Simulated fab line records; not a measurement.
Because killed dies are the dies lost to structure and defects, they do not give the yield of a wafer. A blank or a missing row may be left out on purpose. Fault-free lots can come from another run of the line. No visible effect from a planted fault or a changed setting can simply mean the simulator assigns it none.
The same fault as seen by 2 desks	flow gf180mcu	what lay behind the numbers comes last; until then each desk has only its own

## METROLOGY DESK
What the gauges read, lot by lot, whatever tool the lot ran on: means of the sampled wafers that have a number. Any lot whose mean is over 4 standard deviations away from the usual mean is out of limits and marked OUT; that distance is given in the brackets.
Columns: A = cd nm at GF_STI_CD_MEAS_12, usual 220.4 nm; B = STI_OXIDATION_01_THK at GF_STI_THK_MEAS_22, usual 15.17 nm; C = STI_CVD_23_THK at GF_STI_THK_MEAS_24, usual 646 nm
lot	first seen here	A	B	C
L592	day 2 16:52	220.6	15.07	642
L593	day 2 21:41	219.2	15.13	653
L600	day 4 09:53	220.7	15.25	640
L601	day 4 15:08	218.3	14.92	646
L602	day 4 19:55	220.4	15.19	652
L607	day 5 22:16	219.7	15.03	651
Finding of this desk: none of the 6 lots has anything out of limits.

## THE TOOL OWNER'S DESK: wet bench-02
The tool's own readings at GF_STI_WET_ETCH_17 (etches Si3N4 in H3PO4, target depth 45 nm, time 514 s): means of the sampled wafers that have a number, for each lot that ran on this tool. Any lot whose mean is over 4 standard deviations away from the usual mean is out of limits and marked OUT; that distance is given in the brackets.
Columns: A = bath guard temp C at GF_STI_WET_ETCH_17, usual 160.0 C; B = run length s at GF_STI_WET_ETCH_17, usual 542 s
lot	first seen here	A	B
L592	day 2 17:15	159.7	538
L600	day 4 10:17	159.7	1150 (+99 or more) OUT
L602	day 4 20:17	159.5	1151 (+99 or more) OUT
This desk finds L600, L602 out of limits, L600 being first, at day 4 10:17 (run length s at GF_STI_WET_ETCH_17). L592: within limits.

## TAKEN TOGETHER
The tool owner's desk could have raised an alarm at day 4 10:17, on L600, L602.
At the metrology desk, nothing out of limits was observed.
The metrology desk holds a record of L600, L602, inside its limits.
Of the lots named, all ran GF_STI_WET_ETCH_17 on wet bench-02.

## WHAT WAS PUT IN BY THE SIMULATOR
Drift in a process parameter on wet bench-02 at GF_STI_WET_ETCH_17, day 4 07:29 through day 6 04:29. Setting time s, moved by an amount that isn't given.
Struck lots among those shown: L600, L602.
Hours from the fault's start to each desk's first reading out of limits: the tool owner's desk, 3.
